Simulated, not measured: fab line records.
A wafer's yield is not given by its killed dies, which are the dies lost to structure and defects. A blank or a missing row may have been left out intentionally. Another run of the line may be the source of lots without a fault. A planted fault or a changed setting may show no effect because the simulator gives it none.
Problem report in the 8D (eight disciplines) form, filled by code + flow sky130 + the parts of the form that need people (team, actions taken, sign-off) are left out

1. WHAT IS WRONG
bias-w at SKY_CONTACT_ETCH_17 reads a mean of 1340 W on 6 wafers of 2 lots; wafers without a fault read 1200 W with a standard deviation of 3.4. Relative to the usual mean, that is a shift of +41 standard deviations.
The step: etches SiO2 in C4F8/O2/Ar, stops on Si3N4, target depth 340 nm.
The first sign was on wafer L628.3 at day 34 20:08, on rie-diel-02. At this step, 36 wafers from 12 lots have a number in the record. By rule, "out" or "out of limits" means more than 4 standard deviations away from the usual mean. The rest of the wafers with a number are treated as sound.

2. WHAT IT IS AND WHAT IT IS NOT
| question                    | is                     | is not                                                                                 |
|-----------------------------|------------------------|----------------------------------------------------------------------------------------|
| which readings at this step | bias-w                 | oes-product-au                                                                         |
| which lots                  | L628, L631             | L619, L620, L622, L623, L624, L627, L637, L638, L640, L641                             |
| which wafers of those lots  | all that have a number | -                                                                                      |
| read on which tools         | rie-diel-02            | rie-diel-01                                                                            |
| when                        | from day 34 20:08      | up to then (18 sound wafers); but 12 sound wafers of L637, L638, L640, L641 came after |

3. WHAT RULES OUT EACH SUSPECT
Counting: a tool stays on the suspect list if, at a process step up to the reading, it processed all lots that are out and no sound lot following the first of them.
- rie-metal-03 at SKY_LOCAL_INTERCONNECT_METAL_ETCH_14 (etches TiN in Cl2/BCl3, stops on PSG, target depth 110 nm, time 31.4 s): ruled out as a lasting fault. After its first lot that is out, L628 (day 33 15:55), sound lots L641 ran on it.
- rie-diel-02 at SKY_CONTACT_ETCH_16 (etches BARC in N2/H2, stops on SiO2, time 45.9 s, target depth 60 nm): ruled out as a lasting fault. After its first lot that is out, L628 (day 34 20:05), sound lots L637, L638, L640 ran on it.
- rie-diel-02 at SKY_CONTACT_ETCH_17 (etches SiO2 in C4F8/O2/Ar, stops on Si3N4, target depth 340 nm): ruled out as a lasting fault. After its first lot that is out, L628 (day 34 20:08), sound lots L637, L638, L640 ran on it.
Left after counting: nothing in the record.

4. THE CAUSE (what the simulator had put in)
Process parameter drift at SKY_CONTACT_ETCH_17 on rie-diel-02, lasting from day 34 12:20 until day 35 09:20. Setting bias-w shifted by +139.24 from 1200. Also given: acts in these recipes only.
Counting ruled it out, wrongly.

5. SEQUENCE OF EFFECTS, ordered by route
Rows list readings where the struck wafers' mean (over those with a number) sits beyond 3 standard deviations from the usual. Only readings whose record carries a usual standard deviation are examined. hours: median over the lots of the time between each lot's start at the first step of this table that gives one and its start at this step. sigmas: the change, counted in usual standard deviations.
| hours | step                | reading | usual  | on struck wafers | change | sigmas |
|-------|---------------------|---------|--------|------------------|--------|--------|
| 0     | SKY_CONTACT_ETCH_17 | bias-w  | 1200 W | 1340             | +140   | +41    |
Its process steps:
- SKY_CONTACT_ETCH_17: etches SiO2 in C4F8/O2/Ar, stops on Si3N4, target depth 340 nm.

6. WHAT WOULD HAVE CAUGHT IT SOONER
8 hours passed between the start of the fault at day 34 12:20 and the first reading out of limits in this record, taken at day 34 20:08.
